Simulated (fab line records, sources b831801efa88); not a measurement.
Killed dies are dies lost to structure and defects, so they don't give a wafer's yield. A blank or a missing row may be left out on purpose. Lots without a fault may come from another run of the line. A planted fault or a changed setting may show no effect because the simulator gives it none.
One fault seen from 2 desks | flow sky130 | each desk has only its own numbers; what lay behind them comes last

THE TOOL OWNER'S DESK: hdpcvd-02
The tool's own readings at SKY_CONTACT_HDPCVD_02 (deposits SiO2, target thk 565 nm, time 94.2 s): means of the sampled wafers that have a number, for each lot that ran on this tool. A lot is out of limits, marked OUT, if its mean lies more than 4 standard deviations from the usual mean; the brackets give that distance.
Columns: A = run_length_s at SKY_CONTACT_HDPCVD_02, usual 121.9 s
lot  | first seen here | A
L863 | day 31 02:15    | 122.2
L869 | day 34 08:49    | 122.3
L871 | day 34 18:39    | 122.6
L872 | day 35 04:35    | 121.9
L875 | day 35 15:05    | 122.4
L876 | day 35 17:44    | 119.2 (-4.6) OUT
L881 | day 37 09:42    | 119.6
This desk's finding: out of limits on L876; first on L876, day 35 17:44 (run_length_s at SKY_CONTACT_HDPCVD_02). In limits: L863, L869, L871, L872, L875, L881.

THE METROLOGY DESK
What the gauges read, lot by lot, whatever tool the lot ran on: means of the sampled wafers that have a number. A lot is out of limits, marked OUT, if its mean lies more than 4 standard deviations from the usual mean; the brackets give that distance.
Columns: A = SD_N_OVL at SKY_SD_N_OVL_MEAS_08, usual -0.4 nm; B = CONTACT_HDPCVD_THK at SKY_CONTACT_THK_MEAS_03, usual 563 nm; C = CONTACT_W_THK at SKY_CONTACT_THK_MEAS_26, usual 353 nm
lot  | first seen here | A    | B   | C
L861 | day 27 17:22    | -1.0 | 560 | 348
L863 | day 28 14:31    | -1.7 | 559 | 357
L867 | day 30 06:02    | 0.7  | 559 | 355
L869 | day 31 23:56    | -1.5 | 556 | 353
L871 | day 32 09:29    | 1.1  | 556 | 346
L872 | day 32 20:59    | -0.1 | 560 | 349
L875 | day 33 06:05    | -2.0 | 563 | 359
L876 | day 33 10:38    | -0.4 | 548 | 350
L878 | day 33 15:26    | -1.7 | 559 | 357
L881 | day 35 00:35    | -0.0 | 548 | 352
L882 | day 35 02:29    | -0.5 | 568 | 355
L883 | day 35 05:31    | -2.0 | 568 | 358
This desk's finding: nothing out of limits on any of the 12 lots.

PUT TOGETHER
The tool owner's desk could have raised an alarm at day 35 17:44, on L876.
The metrology desk saw nothing out of limits.
The metrology desk has L876 on record, within its limits.
Of the lots named, all ran SKY_CONTACT_HDPCVD_02 on hdpcvd-02.

WHAT THE SIMULATOR HAD PUT IN
Process parameter drift: hdpcvd-02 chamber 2, from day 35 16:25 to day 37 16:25, at SKY_CONTACT_HDPCVD_02. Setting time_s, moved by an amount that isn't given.
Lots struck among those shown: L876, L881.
Hours from the fault's start to each desk's first reading out of limits: the tool owner's desk, 1.
